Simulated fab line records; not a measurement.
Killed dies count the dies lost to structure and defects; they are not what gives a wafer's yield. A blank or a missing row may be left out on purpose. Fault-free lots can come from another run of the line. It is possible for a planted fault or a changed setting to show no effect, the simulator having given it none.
fab line records	flow sky130
record: lots: 12	wafers: 36	last-day: 50
route steps=708 shown METAL4@633 VIA4@657 METAL5@661 PAD_OPEN@708
lots with no fault: from the same line, run without faults
start-h: start of the lot's first displayed wafer, in hours after the record's first day	wait-h: hours since the lot's step before	" same as the row above	L1.1+2: a single row standing in for several wafers	- value missing, or start not given	* or withheld: withheld	< > ~ a bound
route shown NAME@n: names a module that has steps shown in the file, with the first one's number in the route	usual: the fault-free wafers' mean and standard deviation	same: alike in all rows	chamber/n: place in a boat	sites: each site's reading	_std_site: standard deviation of those values	_edge_site: inner sites' mean taken away from outer sites' mean	radius-mm: for every site, how far away it sits from the centre of the wafer	mask NAME#n: copy n	behind: tool/chamber where the wafer was last shaped	hold: cause of the lot's hold/its duration in hours/its outcome	device: whichever transistor did not switch (one of n, p or np)	end of line: the tests these same wafers got at the end of their route	for a step that has no rows: nothing shown but its recipe	killed: at the first sort, the dies lost to defects and structure; wafer yield is something else	map: a wafer's dies, marking killed ones x, the rest . and places with no die _
set.NAME: setting as actually run; set.NAME@STEP: the setting as run at that earlier step	model.NAME: the simulator's own value behind a step, which no gauge read
a sample of lots followed through the steps of the route, with each step as a table and each wafer as a row
services: when a tool's chamber went out of use (start-h, in hours from the record's first day, below 0 if earlier), for how many hours, and the reason
== steps ==
step: SKY_METAL4_ETCH_17
recipe: target: SiO2	stop-on: TiN	chemistry: C4F8/O2/Ar	source-w: 1500	bias-w: 1200	pressure-mtorr: 40	c4f8-flow-sccm: withheld	O2_flow_sccm: 6	Ar_flow_sccm: 300	time-s: 3.9	target-depth-a: 150
usual: oes-product-au: 0.753/0.0073
lot.wafer	tool	chamber	start-h	wait-h	oes-product-au	rf-hours-counter-h
L373.2	rie-diel-04	3	960.12	0.1	0.763	21
L373.4	"	1	"	"	0.757	25
L373.6	"	0	"	"	0.759	-
L379.1	rie-diel-01	0	1017.48	0.1	0.757	1
L379.2	"	2	"	"	0.755	11
L379.3	"	3	"	"	0.739	13
L381.1	rie-diel-04	2	1025.47	0.1	0.758	20
L381.2	"	1	"	"	0.743	27
L381.5	"	1	"	"	0.752	-
L385.1	rie-diel-01	0	1052.22	0.1	0.748	2
L385.3	"	1	"	"	0.749	24
L385.5	"	2	"	"	0.753	-
L386.1	rie-diel-04	3	1053.47	0.1	0.754	24
L386.3	"	1	"	"	0.737	28
L386.6	"	1	"	"	0.760	-
L389.1	rie-diel-03	0	1084.68	0.1	0.745	16
L389.3	"	3	"	"	0.745	11
L389.5	"	1	"	"	0.760	-
L388.1	rie-diel-01	0	1087.53	0.1	0.759	2
L388.2	"	2	"	"	0.749	13
L388.4	"	3	"	"	0.748	15
L390.4	rie-diel-01	3	1095.47	0.0	0.766	16
L390.5	"	1	"	"	0.762	-
L390.6	"	2	"	"	0.753	-
L392.1	rie-diel-01	1	1100.13	0.1	0.752	25
L392.2	"	0	"	"	0.747	3
L392.6	"	2	"	"	0.758	-
L391.1	rie-diel-03	1	1100.78	0.1	0.751	9
L391.3	"	0	"	"	0.757	17
L391.6	"	2	"	"	0.742	-
L395.1	rie-diel-01	1	1108.88	0.1	0.752	25
L395.4	"	0	"	"	0.754	3
L395.6	"	1	"	"	0.760	-
L396.2	rie-diel-04	1	1121.63	0.1	0.758	1
L396.5	"	0	"	"	0.762	-
L396.6	"	3	"	"	0.757	-
step: SKY_VIA4_CVD_18
recipe: material: W	target-thk-nm: 505	time-s: 152.14	temp-c: 400	pressure-torr: 40
usual: heater-power-outer-w: 499/28	heater-power-w: 811/37
lot.wafer	tool	chamber	start-h	wait-h	heater-power-outer-w	heater-power-w
L373.2	cvd-w-01	1	985.45	0.0	536	839
L373.4	"	0	"	"	462	739
L373.6	"	0	"	"	457	740
L379.1	cvd-w-01	0	1043.15	0.0	466	707
L379.2	"	1	"	"	510	835
L379.3	"	1	"	"	522	836
L381.1	cvd-w-01	0	1050.95	0.0	476	751
L381.2	"	1	"	"	507	841
L381.5	"	0	"	"	464	724
L385.1	cvd-w-01	0	1074.96	0.0	467	729
L385.3	"	1	"	"	515	851
L385.5	"	0	"	"	466	729
L386.1	cvd-w-02	1	1076.27	0.0	465	808
L386.3	"	0	"	"	534	836
L386.6	"	0	"	"	540	854
L389.1	cvd-w-02	0	1105.66	0.0	541	835
L389.3	"	0	"	"	535	850
L389.5	"	1	"	"	466	815
L388.1	cvd-w-02	1	1108.11	0.0	481	782
L388.2	"	0	"	"	533	845
L388.4	"	0	"	"	527	854
L390.4	cvd-w-02	0	1117.37	0.1	520	857
L390.5	"	0	"	"	525	827
L390.6	"	1	"	"	489	793
L392.1	cvd-w-02	0	1122.50	0.0	543	838
L392.2	"	1	"	"	491	776
L392.6	"	1	"	"	461	796
L391.1	cvd-w-01	1	1122.76	0.0	505	815
L391.3	"	1	"	"	518	840
L391.6	"	1	"	"	522	840
L395.1	cvd-w-01	0	1130.26	0.0	462	751
L395.4	"	1	"	"	515	834
L395.6	"	0	"	"	456	741
L396.2	cvd-w-01	1	1143.35	0.0	499	851
L396.5	"	0	"	"	467	740
L396.6	"	1	"	"	497	851
step: SKY_METAL5_SPUTTER_00
recipe: material: Ti	target-thk-nm: 15	power-w: 3000	time-s: 10	chamber-pressure-pa: 0.4
usual: chamber-pressure-pa: 0.4001/0.00074	throttle-valve-pct: 30.7/1.3
lot.wafer	tool	chamber	start-h	wait-h	chamber-pressure-pa	throttle-valve-pct
L373.2	pvd-sputter-01	-	986.08	0.1	0.4006	33.1
L373.4	"	-	"	"	0.3993	30.1
L373.6	"	-	"	"	0.4000	33.0
L379.1	pvd-sputter-03	-	1043.78	0.1	0.4009	30.8
L379.2	"	-	"	"	0.4011	32.6
L379.3	"	-	"	"	0.3991	29.2
L381.1	pvd-sputter-03	-	1051.58	0.2	0.4004	29.4
L381.2	"	-	"	"	0.4007	32.8
L381.5	"	-	"	"	0.4000	32.6
L385.1	pvd-sputter-01	-	1076.77	0.1	0.4001	30.5
L385.3	"	-	"	"	0.4000	32.9
L385.5	"	-	"	"	0.4013	30.4
L386.1	pvd-sputter-04	-	1077.67	0.2	0.4008	28.9
L386.3	"	-	"	"	0.4000	30.7
L386.6	"	-	"	"	0.4010	30.8
L389.1	pvd-sputter-01	-	1106.29	0.2	0.4006	30.5
L389.3	"	-	"	"	0.3997	30.4
L389.5	"	-	"	"	0.4007	29.8
L388.1	pvd-sputter-04	-	1108.74	0.1	0.3997	29.8
L388.2	"	-	"	"	0.3998	28.9
L388.4	"	-	"	"	0.4003	30.6
L390.4	pvd-sputter-01	-	1117.95	0.2	0.4003	29.9
L390.5	"	-	"	"	0.4011	30.4
L390.6	"	-	"	"	0.3997	30.2
L392.1	pvd-sputter-01	-	1123.37	0.2	0.3995	30.5
L392.2	"	-	"	"	0.4008	33.0
L392.6	"	-	"	"	0.3992	30.6
L391.1	pvd-sputter-01	-	1123.78	0.1	0.4002	32.9
L391.3	"	-	"	"	0.4013	30.3
L391.6	"	-	"	"	0.4011	30.4
L395.1	pvd-sputter-03	-	1130.90	0.1	0.3998	30.6
L395.4	"	-	"	"	0.3995	32.1
L395.6	"	-	"	"	0.3982	32.1
L396.2	pvd-sputter-04	-	1143.98	0.2	0.4010	29.8
L396.5	"	-	"	"	0.4000	29.5
L396.6	"	-	"	"	0.3990	28.8
step: SKY_METAL5_SPUTTER_04
recipe: material: TiN	target-thk-nm: 70	power-w: 6500	time-s: 58.3	chamber-pressure-pa: 0.4
usual: chamber-pressure-pa: 0.4001/0.00075	throttle-valve-pct: 30.7/1.3
lot.wafer	tool	chamber	start-h	wait-h	chamber-pressure-pa	throttle-valve-pct
L373.2	pvd-sputter-01	-	986.20	0.0	0.4000	33.0
L373.4	"	-	"	"	0.4003	30.3
L373.6	"	-	"	"	0.4001	33.1
L379.1	pvd-sputter-03	-	1043.90	0.0	0.4009	30.7
L379.2	"	-	"	"	0.4156	31.9
L379.3	"	-	"	"	0.3997	29.3
L381.1	pvd-sputter-03	-	1051.70	0.0	0.4005	29.4
L381.2	"	-	"	"	0.4167	31.9
L381.5	"	-	"	"	0.4012	32.3
L385.1	pvd-sputter-01	-	1076.89	0.0	0.3982	30.5
L385.3	"	-	"	"	0.3999	33.0
L385.5	"	-	"	"	0.3999	30.3
L386.1	pvd-sputter-04	-	1077.79	0.0	0.4001	28.9
L386.3	"	-	"	"	0.4012	30.5
L386.6	"	-	"	"	0.3998	30.5
L389.1	pvd-sputter-01	-	1106.41	0.0	0.3992	30.3
L389.3	"	-	"	"	0.4001	30.1
L389.5	"	-	"	"	0.4003	30.3
L388.1	pvd-sputter-04	-	1108.86	0.0	0.3995	29.8
L388.2	"	-	"	"	0.3997	28.9
L388.4	"	-	"	"	0.4002	30.7
L390.4	pvd-sputter-01	-	1118.07	0.0	0.3996	30.2
L390.5	"	-	"	"	0.3985	30.3
L390.6	"	-	"	"	0.3996	30.3
L392.1	pvd-sputter-01	-	1123.49	0.0	0.4009	30.0
L392.2	"	-	"	"	0.3999	33.0
L392.6	"	-	"	"	0.4008	30.9
L391.1	pvd-sputter-01	-	1123.89	0.0	0.3996	33.0
L391.3	"	-	"	"	0.3989	30.2
L391.6	"	-	"	"	0.3991	30.3
L395.1	pvd-sputter-03	-	1131.01	0.0	0.4004	30.5
L395.4	"	-	"	"	0.4004	32.3
L395.6	"	-	"	"	0.4008	32.5
L396.2	pvd-sputter-04	-	1144.10	0.0	0.3999	29.7
L396.5	"	-	"	"	0.3996	29.7
L396.6	"	-	"	"	0.4006	28.9
step: SKY_PAD_OPEN_PROBE_99
usual: defect-limited-yield: 82.6/1.8	killed_at_M0_to_M3: 44/6.5	killed_at_M4_up: 3.3/1.9	killed-at-contacts: 23/4.7	killed-at-front-end: 15/4.5	killed-at-other: 0.2/0.52	killed-dies: 86/8.9	killed-open: 47/6.8	killed-short: 39/6.1	sort_bin_3_pad_short: 0.8/0.44	sort_bin_5_function: 10.3/1.4	sort_bin_6_memory: 6.3/1.1	sort-n-pass: 406/8.9	sort-yield-pct: 82.6/1.8
same: gross-dies: 492	killed-at-back-side: 0	sort_bin_4_leakage[%]: 0	sort_bin_8_speed[%]: 0
lot.wafer	tool	chamber	start-h	wait-h	defect-limited-yield[%]	killed_at_M0_to_M3	killed_at_M4_up	killed-at-contacts	killed-at-front-end	killed-at-other	killed-dies	killed-open	killed-short	sort_bin_3_pad_short[%]	sort_bin_5_function[%]	sort_bin_6_memory[%]	sort-n-pass	sort-yield-pct[%]
L373.2	prober-01	-	1057.68	0.1	82.5	41	3	25	16	1	86	50	36	1.2	10.8	5.5	406	82.5
L373.4	prober-01	-	1057.78	0.2	83.3	42	1	16	23	0	82	41	41	0.8	9.8	6.1	410	83.3
L373.6	prober-01	-	1057.88	0.2	82.3	41	4	20	22	0	87	45	42	1.4	10.6	5.7	405	82.3
L379.1	prober-02	-	1106.56	0.1	82.7	46	5	18	16	0	85	47	38	0.8	11.6	4.9	407	82.7
L379.2	prober-02	-	1106.61	0.1	79.7	59	1	21	19	0	100	55	45	0.6	12.8	6.9	392	79.7
L379.3	prober-02	-	1106.66	0.2	82.3	37	4	26	20	0	87	49	38	1.4	10.0	6.3	405	82.3
L381.1	prober-01	-	1114.56	0.1	83.3	41	5	26	10	0	82	55	27	1.0	9.3	6.3	410	83.3
L381.2	prober-01	-	1114.61	0.1	83.3	45	2	23	12	0	82	40	42	0.8	10.8	5.1	410	83.3
L381.5	prober-01	-	1114.76	0.2	83.9	44	1	29	5	0	79	48	31	0.6	10.4	5.1	413	83.9
L385.1	prober-01	-	1138.76	0.1	85.8	38	2	22	8	0	70	40	30	0.4	9.3	4.5	422	85.8
L385.3	prober-01	-	1138.86	0.2	79.7	51	3	29	17	0	100	48	52	1.6	9.6	9.1	392	79.7
L385.5	prober-01	-	1138.96	0.2	83.9	44	1	21	12	1	79	46	33	1.0	9.6	5.5	413	83.9
L386.1	prober-02	-	1139.14	0.1	80.9	40	2	37	15	0	94	60	34	0.6	12.2	6.3	398	80.9
L386.3	prober-02	-	1139.24	0.2	82.1	49	4	18	17	0	88	42	46	0.6	9.6	7.7	404	82.1
L386.6	prober-02	-	1139.39	0.2	84.6	39	2	25	10	0	76	39	37	1.4	7.3	6.7	416	84.6
L389.1	prober-02	-	1165.43	0.1	81.7	47	3	23	17	0	90	46	44	0.6	10.6	7.1	402	81.7
L389.3	prober-02	-	1165.53	0.2	82.7	41	4	23	17	0	85	51	34	0.6	12.2	4.5	407	82.7
L389.5	prober-02	-	1165.63	0.2	81.3	43	3	29	17	0	92	54	38	0.2	12.0	6.5	400	81.3
L388.1	prober-01	-	1166.10	0.1	83.3	42	5	22	13	0	82	50	32	0.2	10.2	6.3	410	83.3
L388.2	prober-01	-	1166.15	0.1	84.6	32	3	27	14	0	76	41	35	0.6	9.3	5.5	416	84.6
L388.4	prober-01	-	1166.25	0.2	83.9	34	4	29	12	0	79	42	37	1.2	9.1	5.7	413	83.9
L390.4	prober-02	-	1174.82	0.2	82.5	51	3	21	11	0	86	46	40	1.2	9.8	6.5	406	82.5
L390.5	prober-02	-	1174.87	0.2	82.5	38	2	29	17	0	86	44	42	0.6	11.2	5.7	406	82.5
L390.6	prober-02	-	1174.92	0.2	79.7	51	4	20	25	0	100	52	48	1.6	12.0	6.7	392	79.7
L392.1	prober-01	-	1180.37	0.1	81.3	44	0	27	21	0	92	50	42	0.8	11.6	6.3	400	81.3
L392.2	prober-01	-	1180.42	0.1	83.5	47	3	20	10	1	81	53	28	1.4	10.8	4.3	411	83.5
L392.6	prober-01	-	1180.62	0.2	77.6	61	5	28	15	1	110	70	40	1.4	13.0	7.9	382	77.6
L391.1	prober-01	-	1180.67	0.2	79.5	54	4	24	19	0	101	55	46	0.8	11.8	7.9	391	79.5
L391.3	prober-01	-	1180.77	0.2	83.5	48	3	17	12	1	81	41	40	1.0	8.5	6.9	411	83.5
L391.6	prober-01	-	1180.92	0.3	80.1	48	3	32	15	0	98	49	49	0.8	10.8	8.3	394	80.1
L395.1	prober-02	-	1185.71	0.1	83.9	44	1	19	15	0	79	40	39	1.2	9.8	5.1	413	83.9
L395.4	prober-02	-	1185.86	0.2	83.1	44	3	25	10	1	83	49	34	0.4	10.4	6.1	409	83.1
L395.6	prober-02	-	1185.96	0.2	82.3	49	2	28	8	0	87	41	46	1.0	10.8	5.9	405	82.3
L396.2	prober-01	-	1197.51	0.1	82.9	44	4	25	11	0	84	48	36	0.6	9.6	6.9	408	82.9
L396.5	prober-01	-	1197.66	0.2	83.9	39	5	25	10	0	79	42	37	1.6	8.5	5.9	413	83.9
L396.6	prober-01	-	1197.71	0.2	84.1	38	5	23	10	2	78	45	33	0.2	8.5	7.1	414	84.1
killed by level:class
L373.2 VIA1:geometric-particle:open=10 CONTACT:geometric-particle:open=10 VIA2:geometric-particle:open=6 LI_CONTACT:geometric-particle:open=5 VIA3:geometric-particle:open=5 CONTACT:geometric-particle:short=5 VIA1:geometric-particle:short=5 METAL1:geometric-particle:short=5
L373.4 FIELD_ISO:geometric-particle:short=10 VIA3:geometric-particle:open=10 VIA1:geometric-particle:short=10 LI_CONTACT:geometric-particle:open=6 CONTACT:geometric-particle:open=6 VIA1:geometric-particle:open=5 POLY_GATE:geometric-particle:open=4 POLY_CUT:geometric-particle:open=3
L373.6 VIA1:geometric-particle:open=9 POLY_GATE:geometric-particle:short=8 CONTACT:geometric-particle:open=8 LI_CONTACT:geometric-particle:open=5 VIA3:geometric-particle:open=5 VIA1:geometric-particle:short=5 VIA2:geometric-particle:short=4 POLY_GATE:geometric-particle:open=4
L379.1 VIA1:geometric-particle:open=11 VIA3:geometric-particle:open=8 CONTACT:geometric-particle:open=8 FIELD_ISO:geometric-particle:short=7 FIELD_ISO:geometric-particle:open=6 METAL2:geometric-particle:short=6 VIA2:geometric-particle:open=6 VIA1:geometric-particle:short=5
L379.2 CONTACT:geometric-particle:open=11 VIA1:geometric-particle:open=11 VIA2:geometric-particle:open=9 VIA3:geometric-particle:open=9 VIA1:geometric-particle:short=8 FIELD_ISO:geometric-particle:open=5 FIELD_ISO:geometric-particle:short=5 POLY_GATE:geometric-particle:short=5
L379.3 CONTACT:geometric-particle:open=10 VIA1:geometric-particle:open=9 LI_CONTACT:geometric-particle:open=7 FIELD_ISO:geometric-particle:open=6 LOCAL_INTERCONNECT:geometric-particle:short=5 VIA3:geometric-particle:open=5 POLY_GATE:geometric-particle:short=4 METAL1:geometric-particle:short=4
L381.1 CONTACT:geometric-particle:open=11 LI_CONTACT:geometric-particle:open=10 VIA3:geometric-particle:open=9 VIA1:geometric-particle:open=8 METAL2:geometric-particle:short=6 VIA2:geometric-particle:open=5 METAL4:geometric-particle:short=5 POLY_GATE:geometric-particle:open=3
L381.2 METAL2:geometric-particle:short=14 CONTACT:geometric-particle:open=9 VIA1:geometric-particle:open=9 VIA3:geometric-particle:open=5 LOCAL_INTERCONNECT:geometric-particle:short=5 CONTACT:geometric-particle:short=5 VIA2:geometric-particle:open=5 FIELD_ISO:geometric-particle:short=3
L381.5 CONTACT:geometric-particle:open=15 VIA3:geometric-particle:open=11 VIA1:geometric-particle:open=10 METAL1:geometric-particle:short=7 LI_CONTACT:geometric-particle:open=7 METAL2:geometric-particle:short=7 LOCAL_INTERCONNECT:geometric-particle:short=4 VIA1:geometric-particle:short=4
L385.1 VIA3:geometric-particle:open=10 CONTACT:geometric-particle:open=10 VIA1:geometric-particle:short=7 LI_CONTACT:geometric-particle:open=6 VIA1:geometric-particle:open=5 FIELD_ISO:geometric-particle:short=3 POLY_GATE:geometric-particle:open=3 LOCAL_INTERCONNECT:geometric-particle:short=3
L385.3 VIA1:geometric-particle:open=14 METAL1:geometric-particle:short=11 POLY_GATE:geometric-particle:open=7 LOCAL_INTERCONNECT:geometric-particle:short=7 LI_CONTACT:geometric-particle:open=6 LI_CONTACT:geometric-particle:short=6 VIA3:geometric-particle:open=6 CONTACT:geometric-particle:open=5
L385.5 VIA1:geometric-particle:open=13 CONTACT:geometric-particle:open=9 FIELD_ISO:geometric-particle:open=5 VIA1:geometric-particle:short=5 METAL2:geometric-particle:short=5 VIA2:geometric-particle:short=5 VIA3:geometric-particle:open=5 LI_CONTACT:geometric-particle:open=4
L386.1 CONTACT:geometric-particle:open=18 LI_CONTACT:geometric-particle:open=9 VIA1:geometric-particle:open=9 VIA3:geometric-particle:open=8 LOCAL_INTERCONNECT:geometric-particle:short=7 VIA1:geometric-particle:short=7 POLY_GATE:geometric-particle:short=4 POLY_GATE:geometric-particle:open=4
L386.3 VIA1:geometric-particle:open=11 METAL2:geometric-particle:short=11 CONTACT:geometric-particle:open=7 VIA3:geometric-particle:short=7 FIELD_ISO:geometric-particle:short=5 LI_CONTACT:geometric-particle:open=5 POLY_GATE:geometric-particle:short=4 METAL3:geometric-particle:short=4
L386.6 CONTACT:geometric-particle:short=8 VIA1:geometric-particle:open=8 METAL1:geometric-particle:short=7 VIA2:geometric-particle:open=7 CONTACT:geometric-particle:open=6 LOCAL_INTERCONNECT:geometric-particle:short=5 METAL2:geometric-particle:short=5 VIA1:geometric-particle:short=4
L389.1 VIA2:geometric-particle:open=8 VIA3:geometric-particle:open=8 VIA1:geometric-particle:open=7 FIELD_ISO:geometric-particle:open=6 CONTACT:geometric-particle:open=6 CONTACT:geometric-particle:short=6 VIA3:geometric-particle:short=6 POLY_GATE:geometric-particle:short=4
L389.3 VIA3:geometric-particle:open=13 VIA1:geometric-particle:open=10 CONTACT:geometric-particle:short=8 CONTACT:geometric-particle:open=7 LI_CONTACT:geometric-particle:open=6 FIELD_ISO:geometric-particle:short=5 METAL2:geometric-particle:short=5 FIELD_ISO:geometric-particle:open=4
L389.5 VIA1:geometric-particle:open=13 CONTACT:geometric-particle:open=12 CONTACT:geometric-particle:short=7 VIA3:geometric-particle:open=7 FIELD_ISO:geometric-particle:open=6 METAL1:geometric-particle:short=5 LI_CONTACT:geometric-particle:open=5 VIA2:geometric-particle:open=5
L388.1 CONTACT:geometric-particle:open=9 VIA1:geometric-particle:open=8 POLY_GATE:geometric-particle:open=7 LI_CONTACT:geometric-particle:open=7 METAL2:geometric-particle:short=7 METAL1:geometric-particle:short=6 VIA3:geometric-particle:open=6 VIA2:geometric-particle:open=5
L388.2 CONTACT:geometric-particle:open=9 VIA1:geometric-particle:open=8 LI_CONTACT:geometric-particle:open=7 METAL2:geometric-particle:short=6 LOCAL_INTERCONNECT:geometric-particle:short=5 VIA3:geometric-particle:open=5 POLY_GATE:geometric-particle:short=4 SPACER:geometric-particle:open=4
L388.4 CONTACT:geometric-particle:open=14 VIA1:geometric-particle:open=8 LI_CONTACT:geometric-particle:open=5 METAL2:geometric-particle:short=5 CONTACT:geometric-particle:short=4 METAL1:geometric-particle:short=4 VIA1:geometric-particle:short=4 VIA2:geometric-particle:open=4
L390.4 VIA1:geometric-particle:open=14 VIA3:geometric-particle:open=8 METAL2:geometric-particle:short=8 LOCAL_INTERCONNECT:geometric-particle:short=6 CONTACT:geometric-particle:open=6 CONTACT:geometric-particle:short=4 METAL1:geometric-particle:short=4 VIA1:geometric-particle:short=4
L390.5 CONTACT:geometric-particle:open=12 VIA1:geometric-particle:open=11 VIA1:geometric-particle:short=7 LI_CONTACT:geometric-particle:open=6 LOCAL_INTERCONNECT:geometric-particle:short=5 FIELD_ISO:geometric-particle:short=4 FIELD_ISO:geometric-particle:open=4 POLY_GATE:geometric-particle:short=4
L390.6 VIA1:geometric-particle:open=16 FIELD_ISO:geometric-particle:short=8 METAL1:geometric-particle:short=6 LI_CONTACT:geometric-particle:open=6 CONTACT:geometric-particle:short=6 VIA2:geometric-particle:open=6 POLY_GATE:geometric-particle:short=5 METAL2:geometric-particle:short=5
L392.1 VIA1:geometric-particle:open=12 LI_CONTACT:geometric-particle:open=8 FIELD_ISO:geometric-particle:short=7 CONTACT:geometric-particle:open=7 CONTACT:geometric-particle:short=7 VIA2:geometric-particle:open=6 POLY_GATE:geometric-particle:short=5 VIA1:geometric-particle:short=5
L392.2 VIA1:geometric-particle:open=15 VIA3:geometric-particle:open=9 CONTACT:geometric-particle:open=7 VIA2:geometric-particle:open=7 FIELD_ISO:geometric-particle:open=5 LI_CONTACT:geometric-particle:open=5 LOCAL_INTERCONNECT:geometric-particle:short=4 METAL2:geometric-particle:short=4
L392.6 VIA1:geometric-particle:open=19 CONTACT:geometric-particle:open=12 VIA3:geometric-particle:open=10 FIELD_ISO:geometric-particle:open=7 LI_CONTACT:geometric-particle:open=6 VIA2:geometric-particle:open=6 LI_CONTACT:geometric-particle:short=5 METAL1:geometric-particle:short=5
L391.1 LI_CONTACT:geometric-particle:open=10 VIA1:geometric-particle:open=10 METAL2:geometric-particle:short=9 VIA3:geometric-particle:open=7 FIELD_ISO:geometric-particle:open=6 POLY_GATE:geometric-particle:short=6 CONTACT:geometric-particle:short=6 METAL1:geometric-particle:short=6
L391.3 VIA2:geometric-particle:open=12 VIA1:geometric-particle:open=10 LI_CONTACT:geometric-particle:open=6 LOCAL_INTERCONNECT:geometric-particle:short=6 METAL1:geometric-particle:short=6 VIA3:geometric-particle:short=6 CONTACT:geometric-particle:open=4 VIA3:geometric-particle:open=4
L391.6 CONTACT:geometric-particle:open=12 METAL2:geometric-particle:short=10 VIA3:geometric-particle:open=10 LI_CONTACT:geometric-particle:open=7 VIA1:geometric-particle:open=7 CONTACT:geometric-particle:short=6 METAL1:geometric-particle:short=5 VIA1:geometric-particle:short=5
L395.1 VIA1:geometric-particle:open=8 CONTACT:geometric-particle:open=8 METAL1:geometric-particle:short=8 FIELD_ISO:geometric-particle:open=6 METAL2:geometric-particle:short=6 VIA3:geometric-particle:open=6 VIA1:geometric-particle:short=5 FIELD_ISO:geometric-particle:short=4
L395.4 VIA1:geometric-particle:open=10 VIA2:geometric-particle:open=9 CONTACT:geometric-particle:open=7 LOCAL_INTERCONNECT:geometric-particle:short=6 VIA3:geometric-particle:open=6 LI_CONTACT:geometric-particle:open=5 POLY_GATE:geometric-particle:open=4 METAL1:geometric-particle:short=4
L395.6 VIA1:geometric-particle:open=14 VIA2:geometric-particle:open=9 LOCAL_INTERCONNECT:geometric-particle:short=8 CONTACT:geometric-particle:short=8 METAL2:geometric-particle:short=6 METAL1:geometric-particle:short=6 LI_CONTACT:geometric-particle:open=5 VIA1:geometric-particle:short=5
L396.2 VIA1:geometric-particle:open=10 VIA3:geometric-particle:open=7 LI_CONTACT:geometric-particle:open=6 LOCAL_INTERCONNECT:geometric-particle:short=6 CONTACT:geometric-particle:open=6 VIA2:geometric-particle:open=6 POLY_GATE:geometric-particle:open=5 METAL2:geometric-particle:short=5
L396.5 VIA1:geometric-particle:open=9 LI_CONTACT:geometric-particle:open=7 VIA2:geometric-particle:open=7 CONTACT:geometric-particle:open=6 CONTACT:geometric-particle:short=6 VIA1:geometric-particle:short=6 METAL2:geometric-particle:short=4 LI_CONTACT:geometric-particle:short=3
L396.6 CONTACT:geometric-particle:open=10 VIA3:geometric-particle:open=7 VIA1:geometric-particle:open=6 VIA1:geometric-particle:short=6 LI_CONTACT:geometric-particle:open=4 LOCAL_INTERCONNECT:geometric-particle:short=4 POLY_GATE:geometric-particle:open=3 CONTACT:geometric-particle:short=3
== services ==
tool	chamber	start-h	hours	kind
rie-diel-01	0	938.40	7.3	repair
rie-diel-04	-	960.74	0.7	repair
rie-diel-03	3	972.09	5.0	repair
rie-diel-01	0	978.25	-	clean
rie-diel-01	0	978.25	-	consumable-replace:showerhead
rie-diel-01	0	978.25	15.1	scheduled-down
rie-diel-01	0	978.25	15.1	vent-cycle
rie-diel-04	-	980.57	2.8	pm
cvd-w-01	-	990.49	45.2	repair
rie-diel-04	2	1003.25	4.7	repair
rie-diel-01	-	1014.01	0.2	repair
rie-diel-04	3	1024.93	14.7	repair
rie-diel-01	0	1028.03	12.7	repair
rie-diel-03	0	1052.23	3.6	repair
pvd-sputter-01	-	1080.86	4.2	repair
pvd-sputter-03	-	1081.23	49.6	repair
cvd-w-01	0	1105.86	2.9	repair
cvd-w-01	0	1114.06	15.0	repair
rie-diel-01	1	1115.33	-	clean
pvd-sputter-04	-	1121.02	5.3	repair
pvd-sputter-03	-	1123.80	3.4	repair
rie-diel-03	0	1127.71	5.3	repair
rie-diel-04	2	1131.23	1.3	repair
cvd-w-02	-	1137.10	0.3	repair
== key ==
first-sign: step: SKY_METAL5_SPUTTER_04	reading: chamber-pressure-pa	direction: up	sigmas: 21	usual: 0.4001	struck: 0.4161
effect none on later readings
met-at SKY_METAL5_SPUTTER_04
struck-lots L379,L381
struck-wafers L379.2,L381.2
not-acting-at SKY_METAL4_ETCH_17,SKY_VIA4_CVD_18,SKY_METAL5_SPUTTER_00
fault: kind: process-parameter-drift	tool: pvd-sputter-03	chamber: -	onset-h: 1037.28	steps: SKY_METAL5_SPUTTER_04	channel: chamber-pressure-pa	offset: 0.015464	shape: step	end-h: 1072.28	acts-in: these-recipes-only	stated: 0.4	scope: struck-wafers-only
